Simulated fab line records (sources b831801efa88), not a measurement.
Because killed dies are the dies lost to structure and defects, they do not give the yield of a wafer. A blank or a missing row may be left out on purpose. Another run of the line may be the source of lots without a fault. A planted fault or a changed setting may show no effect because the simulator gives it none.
fab line records | flow sky130
record: lots: 5 | wafers: 15 | lastDay: 50
route steps=708 shown VIA2@516 METAL3@532 PAD_OPEN@708
lots untouched by any fault: they come from a run of this same line in which no faults occurred
startH: the number of hours between the record's first day and the start of the first shown wafer of the lot | waitH: hours from the lot's prior step to this one | " the same as in the row above | L1.1+2: a single row standing in for several wafers | - value missing, or start not given | * or withheld: withheld | < > ~ a bound
route shown NAME@n: names a module that has steps shown in the file, with the first one's number in the route | usual: mean and standard deviation over wafers with no fault | same: alike in all rows | chamber/n: place in a boat | sites: each site's reading | _std_site: how widely they spread, as a standard deviation | _edge_site: outer sites' mean less inner sites' | radiusMm: how far each site lies from the wafer's centre | mask NAME#n: copy n | behind: the last tool/chamber to shape the wafer | hold: why the lot was held/for how many hours/how that ended | device: whichever transistor did not switch (one of n, p or np) | end of line: the route-end tests of the same wafers | for a step that has no rows: nothing shown but its recipe | killed: dies lost to structure and defects at the first sort, not the wafer's yield | map: a wafer's dies, x killed, . not, _ none there
set.NAME: the run value of the setting; set.NAME@STEP: its run value at that earlier step | model.NAME: the simulator's own value behind a step, which no gauge read
certain route steps with their lots: each step a table, each wafer a row
services: when a tool's chamber went out of use (startH, in hours from the record's first day, below 0 if earlier), for how many hours, and the reason
== steps ==
step: SKY_VIA2_EXPOSE_09
recipe: maskId: VIM2 | na: 0.8 | sourceShape: annular | sigmaInner: 0.55 | sigmaOuter: 0.85 | targetCdNm: 200 | doseMj: 38
step: SKY_VIA2_PEB_10
recipe: pebTempC: withheld | pebTimeS: withheld | resist: KrF-thick
step: SKY_VIA2_DEVELOP_11
recipe: developTimeS: 60 | resist: KrF-thick | devTempC: 21
step: SKY_VIA2_CD_MEAS_12
recipe: targetCdNm: 200
usual: cdNm: 199.9/1.5
lot.wafer | tool     | chamber | startH | waitH | cdNm
L643.2    | cdSem-02 | -       | 847.25 | -     | 198.6
L643.4    | "        | -       | "      | "     | 198.8
L643.6    | "        | -       | "      | "     | 199.2
L645.2    | cdSem-02 | -       | 859.49 | -     | 197.3
L645.4    | "        | -       | "      | "     | 197.9
L645.6    | "        | -       | "      | "     | 198.2
L655.2    | cdSem-02 | -       | 942.73 | -     | 201.3
L655.3    | "        | -       | "      | "     | 201.0
L655.6    | "        | -       | "      | "     | 202.3
L660.4    | cdSem-01 | -       | 974.04 | -     | 199.7
L660.5    | "        | -       | "      | "     | 201.4
L660.6    | "        | -       | "      | "     | 200.8
L663.2    | cdSem-02 | -       | 995.68 | -     | 198.9
L663.4    | "        | -       | "      | "     | 200.3
L663.6    | "        | -       | "      | "     | 199.8
step: SKY_VIA2_OVL_MEAS_13
usual: VIA2_OVL: 3/5.9
lot.wafer | tool       | chamber | startH | waitH | VIA2_OVL[nm]
L643.2    | overlay-02 | -       | 847.36 | 0.1   | 0
L643.4    | "          | -       | "      | "     | 3
L643.6    | "          | -       | "      | "     | 3
L645.2    | overlay-01 | -       | 859.60 | 0.1   | 4
L645.4    | "          | -       | "      | "     | 2
L645.6    | "          | -       | "      | "     | 2
L655.2    | overlay-02 | -       | 942.84 | 0.1   | 10
L655.3    | "          | -       | "      | "     | 7
L655.6    | "          | -       | "      | "     | 11
L660.4    | overlay-02 | -       | 974.12 | 0.1   | 8
L660.5    | "          | -       | "      | "     | 10
L660.6    | "          | -       | "      | "     | 6
L663.2    | overlay-02 | -       | 995.79 | 0.1   | 1
L663.4    | "          | -       | "      | "     | 9
L663.6    | "          | -       | "      | "     | 1
step: SKY_VIA2_ETCH_14
recipe: chemistry: N2/H2 | target: BARC | ionEnergyEv: 200 | sourceW: 500 | biasW: 100 | pressureMtorr: 30 | n2FlowSccm: 100 | h2FlowSccm: 200 | stopOn: SiO2 | timeS: 45.9 | targetDepthA: 600
usual: drypumpMotorCurrentA: 5.7/0.35 | oesProductAu: 0.855/0.0047 | throttleValvePct: 13.224/0.0092
same: timeS: 45.9
lot.wafer | tool       | chamber | startH | waitH | drypumpMotorCurrentA | oesProductAu | rfHoursCounterH | throttleValvePct
L643.2    | rieDiel-01 | 0       | 847.39 | 0.0   | 5.6                  | 0.854        | 14              | 13.231
L643.4    | "          | 0       | "      | "     | 5.5                  | 0.855        | -               | 13.229
L643.6    | "          | 1       | "      | "     | 5.9                  | 0.853        | -               | 13.222
L645.2    | rieDiel-01 | 0       | 859.63 | 0.0   | 5.5                  | 0.854        | 15              | 13.228
L645.4    | "          | 1       | "      | "     | 5.9                  | 0.851        | -               | 13.216
L645.6    | "          | 0       | "      | "     | 5.6                  | 0.852        | -               | 13.218
L655.2    | rieDiel-04 | 3       | 942.87 | 0.0   | 5.9                  | 0.846        | 23              | 13.213
L655.3    | "          | 2       | "      | "     | 6.4                  | 0.852        | 27              | 13.228
L655.6    | "          | 3       | "      | "     | 5.9                  | 0.855        | -               | 13.233
L660.4    | rieDiel-02 | 3       | 974.14 | 0.0   | 5.6                  | 0.844        | 9               | 13.225
L660.5    | "          | 2       | "      | "     | 5.3                  | 0.858        | -               | 13.219
L660.6    | "          | 3       | "      | "     | 5.6                  | 0.856        | -               | 13.222
L663.2    | rieDiel-02 | 0       | 995.82 | 0.0   | 5.5                  | 0.849        | 13              | 13.227
L663.4    | "          | 2       | "      | "     | 5.3                  | 0.859        | 13              | 13.214
L663.6    | "          | 3       | "      | "     | 5.6                  | 0.846        | -               | 13.212
step: SKY_VIA2_ETCH_15
recipe: target: SiO2 | chemistry: C4F8/O2/Ar | targetDepthNm: 546 | stopOn: TiN | maskMaterial: KrF-thick | sourceW: 1500 | biasW: 1200 | pressureMtorr: 40 | c4f8FlowSccm: withheld | O2_flow_sccm: 6 | Ar_flow_sccm: 300 | timeS: 84
usual: oesProductAu: 0.940/0.0045
same: timeS: 84
lot.wafer | tool       | chamber | startH | waitH | oesProductAu | rfHoursCounterH
L643.2    | rieDiel-01 | 0       | 847.43 | 0.0   | 0.938        | 14
L643.4    | "          | 0       | "      | "     | 0.944        | -
L643.6    | "          | 1       | "      | "     | 0.940        | -
L645.2    | rieDiel-01 | 0       | 859.67 | 0.0   | 0.947        | 15
L645.4    | "          | 1       | "      | "     | 0.941        | -
L645.6    | "          | 0       | "      | "     | 0.935        | -
L655.2    | rieDiel-04 | 3       | 942.91 | 0.0   | 0.937        | 23
L655.3    | "          | 2       | "      | "     | 0.942        | 27
L655.6    | "          | 3       | "      | "     | 0.935        | -
L660.4    | rieDiel-02 | 3       | 974.18 | 0.0   | 0.942        | 9
L660.5    | "          | 2       | "      | "     | 0.950        | -
L660.6    | "          | 3       | "      | "     | 0.939        | -
L663.2    | rieDiel-02 | 0       | 995.86 | 0.0   | 0.933        | 13
L663.4    | "          | 2       | "      | "     | 0.947        | 13
L663.6    | "          | 3       | "      | "     | 0.940        | -
step: SKY_VIA2_STRIP_16
recipe: chemistry: O2/N2 | powerW: 1400 | pressureMtorr: 1500 | platenTempC: withheld | o2FlowSccm: 3000 | n2FlowSccm: 300 | overashFraction: 0.5
usual: drypumpMotorCurrentA: 5.5/0.36 | oesProductAu: 0.399/0.0047 | stripTimeToEndpointS: 4.052/0.027
same: overashFraction: 0.5
lot.wafer | tool           | chamber | startH | waitH | drypumpMotorCurrentA | oesProductAu | rfHoursCounterH | stripTimeToEndpointS
L643.2    | plasmaAsher-01 | 0       | 847.49 | 0.0   | 5.5                  | 0.398        | 44              | 4.084
L643.4    | "              | 0       | "      | "     | 5.5                  | 0.399        | -               | 4.055
L643.6    | "              | 0       | "      | "     | 5.4                  | 0.398        | -               | 4.084
L645.2    | plasmaAsher-03 | 0       | 859.73 | 0.0   | 5.0                  | 0.394        | 104             | 4.018
L645.4    | "              | 0       | "      | "     | 5.0                  | 0.399        | -               | 4.080
L645.6    | "              | 1       | "      | "     | 5.1                  | 0.406        | -               | 4.042
L655.2    | plasmaAsher-04 | 1       | 942.97 | 0.0   | 5.5                  | 0.396        | 18              | 4.048
L655.3    | "              | 1       | "      | "     | 5.5                  | 0.398        | -               | 4.041
L655.6    | "              | 1       | "      | "     | 5.5                  | 0.404        | -               | 4.047
L660.4    | plasmaAsher-03 | 0       | 974.28 | 0.1   | 5.0                  | 0.399        | -               | 4.020
L660.5    | "              | 0       | "      | "     | 5.0                  | 0.405        | -               | 4.067
L660.6    | "              | 1       | "      | "     | 5.0                  | 0.395        | -               | 4.040
L663.2    | plasmaAsher-04 | 1       | 995.92 | 0.0   | 5.5                  | 0.404        | 23              | 4.081
L663.4    | "              | 0       | "      | "     | 6.0                  | 0.404        | -               | 4.086
L663.6    | "              | 0       | "      | "     | 6.0                  | 0.398        | -               | 4.056
step: SKY_VIA2_STRIP_17
recipe: chemistry: postEtchResidueRemover | timeS: 1200 | tempC: 72.5
step: SKY_VIA2_CLEAN_18
recipe: chemistry: IPA | timeS: 180 | tempC: 25
step: SKY_VIA2_CLEAN_19
recipe: chemistry: O3/DIW | dry: n2Spin
step: SKY_VIA2_SPUTTER_20
recipe: material: TiN | targetThkNm: 20 | chamberPressurePa: 5 | powerW: 4000 | timeS: 80
usual: throttleValvePct: 30.0/0.88
same: timeS: 80
lot.wafer | tool          | chamber | startH | waitH | throttleValvePct
L643.2    | pvdSputter-02 | -       | 848.08 | 0.0   | 28.3
L643.4    | "             | -       | "      | "     | 30.7
L643.6    | "             | -       | "      | "     | 30.5
L645.2    | pvdSputter-02 | -       | 860.37 | 0.0   | 30.5
L645.4    | "             | -       | "      | "     | 30.5
L645.6    | "             | -       | "      | "     | 30.8
L655.2    | pvdSputter-01 | -       | 943.57 | 0.0   | 30.3
L655.3    | "             | -       | "      | "     | 29.8
L655.6    | "             | -       | "      | "     | 30.3
L660.4    | pvdSputter-02 | -       | 974.89 | 0.0   | 30.5
L660.5    | "             | -       | "      | "     | 30.6
L660.6    | "             | -       | "      | "     | 28.4
L663.2    | pvdSputter-02 | -       | 996.64 | 0.0   | 29.6
L663.4    | "             | -       | "      | "     | 28.5
L663.6    | "             | -       | "      | "     | 28.4
step: SKY_VIA2_CVD_21
recipe: material: W | targetThkNm: 420 | timeS: 126.4 | tempC: 400 | pressureTorr: 40
usual: heaterPowerW: 836/25
lot.wafer | tool    | chamber | startH | waitH | heaterPowerW | model.W_of_VIA2_CVD_21.thkNm
L643.2    | cvdW-01 | 0       | 848.19 | 0.1   | 829          | 426.4
L643.4    | "       | 0       | "      | "     | 840          | 433.1
L643.6    | "       | 0       | "      | "     | 819          | 429.9
L645.2    | cvdW-02 | 1       | 860.43 | 0.0   | 894          | 416.4
L645.4    | "       | 0       | "      | "     | 800          | 413.6
L645.6    | "       | 0       | "      | "     | 793          | 413.3
L655.2    | cvdW-02 | 0       | 943.63 | 0.0   | 785          | 413.2
L655.3    | "       | 1       | "      | "     | 800          | 413
L655.6    | "       | 0       | "      | "     | 827          | 195.1
L660.4    | cvdW-01 | 0       | 975.00 | 0.1   | 827          | 423.6
L660.5    | "       | 0       | "      | "     | 844          | 426.1
L660.6    | "       | 1       | "      | "     | 877          | 423.7
L663.2    | cvdW-01 | 1       | 996.70 | 0.0   | 842          | 420.9
L663.4    | "       | 1       | "      | "     | 851          | 422.9
L663.6    | "       | 0       | "      | "     | 833          | 424.8
step: SKY_VIA2_RS_MEAS_22
recipe: thkMeasGauge: four-point-probe | reads: W_of_VIA2_CVD_21+TiN_of_VIA2_SPUTTER_20
usual: VIA2_W_RS: 0.270/0.0037
lot.wafer | tool         | chamber | startH | waitH | hold                    | VIA2_W_RS[ohm/sq]
L643.2    | filmMetro-03 | -       | 848.43 | 0.2   | -                       | 0.269
L643.4    | "            | -       | "      | "     | -                       | 0.265
L643.6    | "            | -       | "      | "     | -                       | 0.266
L645.2    | filmMetro-04 | -       | 860.58 | 0.1   | -                       | 0.275
L645.4    | "            | -       | "      | "     | -                       | 0.277
L645.6    | "            | -       | "      | "     | -                       | 0.277
L655.2    | filmMetro-01 | -       | 943.79 | 0.1   | awaitDispo/0.2h/release | 0.277
L655.3    | "            | -       | "      | "     | awaitDispo/0.2h/release | 0.277
L655.6    | "            | -       | "      | "     | awaitDispo/0.2h/release | 0.594
L655.2    | filmMetro-01 | -       | 944.12 | 0.3   | -                       | 0.277
L655.3    | "            | -       | "      | "     | -                       | 0.277
L655.6    | "            | -       | "      | "     | -                       | 0.593
L660.4    | filmMetro-04 | -       | 975.14 | 0.1   | -                       | 0.271
L660.5    | "            | -       | "      | "     | -                       | 0.269
L660.6    | "            | -       | "      | "     | -                       | 0.270
L663.2    | filmMetro-04 | -       | 996.85 | 0.1   | -                       | 0.272
L663.4    | "            | -       | "      | "     | -                       | 0.271
L663.6    | "            | -       | "      | "     | -                       | 0.270
step: SKY_VIA2_THK_MEAS_23
recipe: thkMeasGauge: xrf | reads: W_of_VIA2_CVD_21
usual: VIA2_W_THK: 430/6.7
lot.wafer | tool         | chamber | startH | waitH | hold                    | VIA2_W_THK[nm]
L643.2    | filmMetro-03 | -       | 848.54 | 0.1   | -                       | 428
L643.4    | "            | -       | "      | "     | -                       | 437
L643.6    | "            | -       | "      | "     | -                       | 431
L645.2    | filmMetro-04 | -       | 860.69 | 0.1   | -                       | 425
L645.4    | "            | -       | "      | "     | -                       | 422
L645.6    | "            | -       | "      | "     | -                       | 422
L655.2    | filmMetro-01 | -       | 946.63 | 2.5   | awaitDispo/0.2h/release | 417
L655.3    | "            | -       | "      | "     | awaitDispo/0.2h/release | 418
L655.6    | "            | -       | "      | "     | awaitDispo/0.2h/release | 195
L655.2    | filmMetro-01 | -       | 946.86 | 0.2   | -                       | 414
L655.3    | "            | -       | "      | "     | -                       | 416
L655.6    | "            | -       | "      | "     | -                       | 195
L660.4    | filmMetro-04 | -       | 975.23 | 0.1   | -                       | 430
L660.5    | "            | -       | "      | "     | -                       | 436
L660.6    | "            | -       | "      | "     | -                       | 432
L663.2    | filmMetro-04 | -       | 996.96 | 0.1   | -                       | 428
L663.4    | "            | -       | "      | "     | -                       | 430
L663.6    | "            | -       | "      | "     | -                       | 433
step: SKY_VIA2_CMP_24
recipe: stopOn: SiO2 | tOverpolishS: 20 | downForcePsi: 3.5 | platenRpm: 60 | targetThkNm: 0 | padVelocityMS: 0.94248
usual: motorCurrentA: 10.0/0.9 | retainingRingPressureFrac: 1.001/0.0054 | timeToEndpointS: 104/4
lot.wafer | tool   | chamber | startH | waitH | hold                    | motorCurrentA | retainingRingPressureFrac | timeToEndpointS
L643.4    | cmp-02 | 3       | 848.88 | 0.3   | -                       | 10.3          | 0.999                     | 109
L643.2    | "      | 0       | "      | "     | -                       | 9.7           | 1.004                     | 107
L643.6    | "      | 2       | "      | "     | -                       | 9.1           | 0.993                     | 110
L645.2    | cmp-02 | 3       | 860.97 | 0.3   | -                       | 11.0          | 0.998                     | 102
L645.4    | "      | 0       | "      | "     | -                       | 9.4           | 1.000                     | 97
L645.6    | "      | 2       | "      | "     | -                       | 8.5           | 1.008                     | 101
L655.3    | cmp-02 | 2       | 948.75 | 1.9   | awaitDispo/1.8h/release | 8.9           | 0.998                     | 102
L655.2    | "      | 0       | "      | "     | awaitDispo/1.8h/release | 9.3           | 0.996                     | 97
L655.6    | "      | 2       | "      | "     | awaitDispo/1.8h/release | 9.3           | 0.994                     | 50
L660.4    | cmp-01 | 0       | 975.26 | 0.0   | -                       | 9.7           | 1.002                     | 107
L660.6    | "      | 0       | "      | "     | -                       | 9.0           | 1.001                     | 105
L660.5    | "      | 1       | "      | "     | -                       | 11.8          | 1.003                     | 106
L663.4    | cmp-02 | 2       | 997.01 | 0.0   | -                       | 9.2           | 1.000                     | 107
L663.2    | "      | 1       | "      | "     | -                       | 11.3          | 1.000                     | 107
L663.6    | "      | 3       | "      | "     | -                       | 9.5           | 0.999                     | 105
step: SKY_METAL3_SPUTTER_00
recipe: material: Ti | targetThkNm: 15 | powerW: 3000 | timeS: 10 | chamberPressurePa: 0.4
usual: throttleValvePct: 30.2/1.2
same: timeS: 10
lot.wafer | tool          | chamber | startH | waitH | throttleValvePct
L643.2    | pvdSputter-04 | -       | 849.13 | 0.1   | 28.6
L643.4    | "             | -       | "      | "     | 32.2
L643.6    | "             | -       | "      | "     | 32.4
L645.2    | pvdSputter-03 | -       | 861.22 | 0.2   | 29.4
L645.4    | "             | -       | "      | "     | 29.1
L645.6    | "             | -       | "      | "     | 30.1
L655.2    | pvdSputter-01 | -       | 949.00 | 0.1   | 30.4
L655.3    | "             | -       | "      | "     | 29.6
L655.6    | "             | -       | "      | "     | 30.2
L660.4    | pvdSputter-03 | -       | 975.56 | 0.2   | 29.1
L660.5    | "             | -       | "      | "     | 29.0
L660.6    | "             | -       | "      | "     | 30.1
L663.2    | pvdSputter-04 | -       | 997.31 | 0.1   | 28.6
L663.4    | "             | -       | "      | "     | 30.8
L663.6    | "             | -       | "      | "     | 32.2
step: SKY_PAD_OPEN_PROBE_99
usual: defectLimitedYield: 82.4/1.9 | killed_at_M0_to_M3: 44/7.5 | killed_at_M4_up: 3.2/1.9 | killedAtContacts: 23/4.7 | killedAtFrontEnd: 15/4.7 | killedAtOther: 0.4/0.66 | killedDies: 87/9.3 | killedOpen: 47/7.2 | killedShort: 39/6.5 | sort_bin_3_pad_short: 0.8/0.39 | sort_bin_5_function: 10.5/1.4 | sort_bin_6_memory: 6.3/1.2 | sortNPass: 405/9.3 | sortYieldPct: 82.4/1.9
same: grossDies: 492 | killedAtBackSide: 0 | sort_bin_4_leakage[%]: 0 | sort_bin_8_speed[%]: 0
lot.wafer | tool      | chamber | startH  | waitH | defectLimitedYield[%] | killed_at_M0_to_M3 | killed_at_M4_up | killedAtContacts | killedAtFrontEnd | killedAtOther | killedDies | killedOpen | killedShort | sort_bin_3_pad_short[%] | sort_bin_5_function[%] | sort_bin_6_memory[%] | sortNPass | sortYieldPct[%]
L643.2    | prober-02 | -       | 1074.95 | 0.1   | 85.6                  | 26                 | 4               | 25               | 16               | 0             | 71         | 43         | 28          | 0.6                     | 7.1                    | 6.7                  | 421       | 85.6
L643.4    | prober-02 | -       | 1075.05 | 0.2   | 83.1                  | 45                 | 4               | 18               | 16               | 0             | 83         | 43         | 40          | 1.6                     | 11.4                   | 3.9                  | 409       | 83.1
L643.6    | prober-02 | -       | 1075.15 | 0.2   | 84.1                  | 43                 | 3               | 17               | 15               | 0             | 78         | 34         | 44          | 1.0                     | 10.6                   | 4.3                  | 414       | 84.1
L655.2    | prober-02 | -       | 1149.79 | 0.1   | 81.7                  | 46                 | 6               | 26               | 12               | 0             | 90         | 46         | 44          | 0.8                     | 11.8                   | 5.7                  | 402       | 81.7
L655.3    | prober-02 | -       | 1149.84 | 0.2   | 84.8                  | 34                 | 2               | 27               | 12               | 0             | 75         | 44         | 31          | 0.8                     | 9.8                    | 4.7                  | 417       | 84.8
L655.6    | prober-02 | -       | 1149.99 | 0.2   | 81.1                  | 48                 | 5               | 29               | 10               | 1             | 93         | 52         | 41          | 1.2                     | 10.8                   | 6.9                  | 399       | 81.1
L663.2    | prober-02 | -       | 1190.00 | 0.1   | 83.7                  | 45                 | 1               | 25               | 9                | 0             | 80         | 42         | 37          | 1.2                     | 8.9                    | 6.1                  | 412       | 83.7
L663.4    | prober-02 | -       | 1190.10 | 0.2   | 83.9                  | 38                 | 5               | 24               | 12               | 0             | 79         | 42         | 37          | 0.4                     | 9.8                    | 5.9                  | 413       | 83.9
L663.6    | prober-02 | -       | 1190.20 | 0.2   | 82.9                  | 44                 | 1               | 24               | 15               | 0             | 84         | 48         | 36          | 0.8                     | 11.4                   | 4.9                  | 408       | 82.9
killed by level:class
L643.2 LI_CONTACT:geometricParticle:open=13 CONTACT:geometricParticle:open=7 VIA1:geometricParticle:open=6 POLY_GATE:geometricParticle:short=5 VIA3:geometricParticle:open=5 FIELD_ISO:geometricParticle:open=4 METAL2:geometricParticle:short=4 FIELD_ISO:geometricParticle:short=3
L643.4 VIA2:geometricParticle:open=11 POLY_GATE:geometricParticle:short=8 LI_CONTACT:geometricParticle:open=7 CONTACT:geometricParticle:open=7 VIA1:geometricParticle:open=7 METAL1:geometricParticle:short=5 METAL2:geometricParticle:short=4 VIA3:geometricParticle:short=4
L643.6 VIA3:geometricParticle:open=8 LI_CONTACT:geometricParticle:open=6 VIA1:geometricParticle:short=6 VIA2:geometricParticle:open=6 VIA3:geometricParticle:short=6 POLY_GATE:geometricParticle:short=5 METAL1:geometricParticle:short=5 LI_CONTACT:geometricParticle:short=4
L655.2 VIA1:geometricParticle:open=13 LI_CONTACT:geometricParticle:open=10 CONTACT:geometricParticle:short=6 VIA1:geometricParticle:short=6 VIA3:geometricParticle:open=6 METAL1:geometricParticle:short=5 VIA2:geometricParticle:open=5 FIELD_ISO:geometricParticle:open=4
L655.3 CONTACT:geometricParticle:open=11 VIA1:geometricParticle:open=8 VIA3:geometricParticle:open=7 LI_CONTACT:geometricParticle:open=6 CONTACT:geometricParticle:short=5 METAL2:geometricParticle:short=5 VIA2:geometricParticle:open=4 METAL1:geometricParticle:short=4
L655.6 CONTACT:geometricParticle:open=12 VIA1:geometricParticle:open=12 METAL1:geometricParticle:short=8 VIA3:geometricParticle:open=7 LOCAL_INTERCONNECT:geometricParticle:short=6 VIA3:geometricParticle:short=6 LI_CONTACT:geometricParticle:open=5 VIA1:geometricParticle:short=5
L663.2 VIA1:geometricParticle:open=11 CONTACT:geometricParticle:open=9 METAL2:geometricParticle:short=8 VIA2:geometricParticle:open=7 LOCAL_INTERCONNECT:geometricParticle:short=5 VIA1:geometricParticle:short=5 CONTACT:geometricParticle:short=5 LI_CONTACT:geometricParticle:open=4
L663.4 VIA3:geometricParticle:open=9 CONTACT:geometricParticle:open=7 METAL2:geometricParticle:short=7 LOCAL_INTERCONNECT:geometricParticle:short=6 LI_CONTACT:geometricParticle:open=4 CONTACT:geometricParticle:short=4 VIA2:geometricParticle:short=4 METAL4:geometricParticle:short=4
L663.6 CONTACT:geometricParticle:open=12 VIA3:geometricParticle:open=9 VIA2:geometricParticle:open=7 LI_CONTACT:geometricParticle:open=6 VIA1:geometricParticle:short=5 FIELD_ISO:geometricParticle:short=4 POLY_GATE:geometricParticle:short=4 METAL1:geometricParticle:short=4
== services ==
tool           | chamber | startH | hours | kind
pvdSputter-03  | -       | 825.67 | 2.4   | repair
rieDiel-04     | 1       | 828.45 | 9.7   | repair
cmp-01         | -       | 831.29 | 63.6  | repair
rieDiel-04     | 3       | 836.02 | 1.4   | repair
cvdW-01        | 1       | 836.44 | 3.2   | repair
cmp-01         | -       | 841.77 | 2.3   | repair
cvdW-01        | 1       | 847.25 | 5.1   | repair
pvdSputter-04  | -       | 847.47 | 0.7   | repair
rieDiel-01     | 1       | 872.11 | 2.4   | repair
pvdSputter-03  | -       | 873.19 | 15.0  | repair
cmp-02         | -       | 900.07 | 5.6   | pm
plasmaAsher-04 | -       | 902.95 | 12.9  | pm
cvdW-02        | -       | 904.00 | 14.0  | pm
pvdSputter-04  | -       | 916.36 | 3.7   | repair
cmp-02         | -       | 925.84 | 8.8   | pm
pvdSputter-03  | -       | 926.00 | 1.3   | repair
rieDiel-01     | 2       | 930.93 | 3.9   | repair
cmp-02         | -       | 955.57 | 12.2  | pm
rieDiel-02     | 0       | 961.49 | 5.7   | repair
pvdSputter-02  | -       | 966.09 | 4.3   | repair
pvdSputter-04  | -       | 967.10 | 2.8   | repair
rieDiel-04     | 0       | 969.95 | 19.9  | repair
rieDiel-04     | 2       | 994.33 | 8.7   | repair
rieDiel-04     | -       | 994.80 | 0.5   | repair
== key ==
firstSign: step: SKY_VIA2_RS_MEAS_22 | reading: visit | direction: added
effect: step: SKY_VIA2_RS_MEAS_22 | reading: VIA2_W_RS | direction: up | sigmas: 87 | usual: 0.270 | struck: 0.594
effect: step: SKY_VIA2_THK_MEAS_23 | reading: visit | direction: added
effect: step: SKY_VIA2_THK_MEAS_23 | reading: VIA2_W_THK | direction: down | sigmas: 35 | usual: 430 | struck: 195
effect: step: SKY_VIA2_CMP_24 | reading: timeToEndpointS | direction: down | sigmas: 13 | usual: * | struck: *
modelEffect: step: SKY_VIA2_CVD_21 | value: W_of_VIA2_CVD_21.thkNm | without: 413.8 | struck: 195.1
metAt SKY_VIA2_CVD_21
struckWafers L655.6
onsetBetween 860.43 943.63
fault: kind: processParameterDrift | tool: cvdW-02 | chamber: - | onsetH: 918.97 | steps: SKY_VIA2_CVD_21 | channel: targetThkNm | offset: -220.41 | shape: step | endH: 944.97 | scope: struckWafersOnly | actsIn: theseRecipesOnly | stated: 420
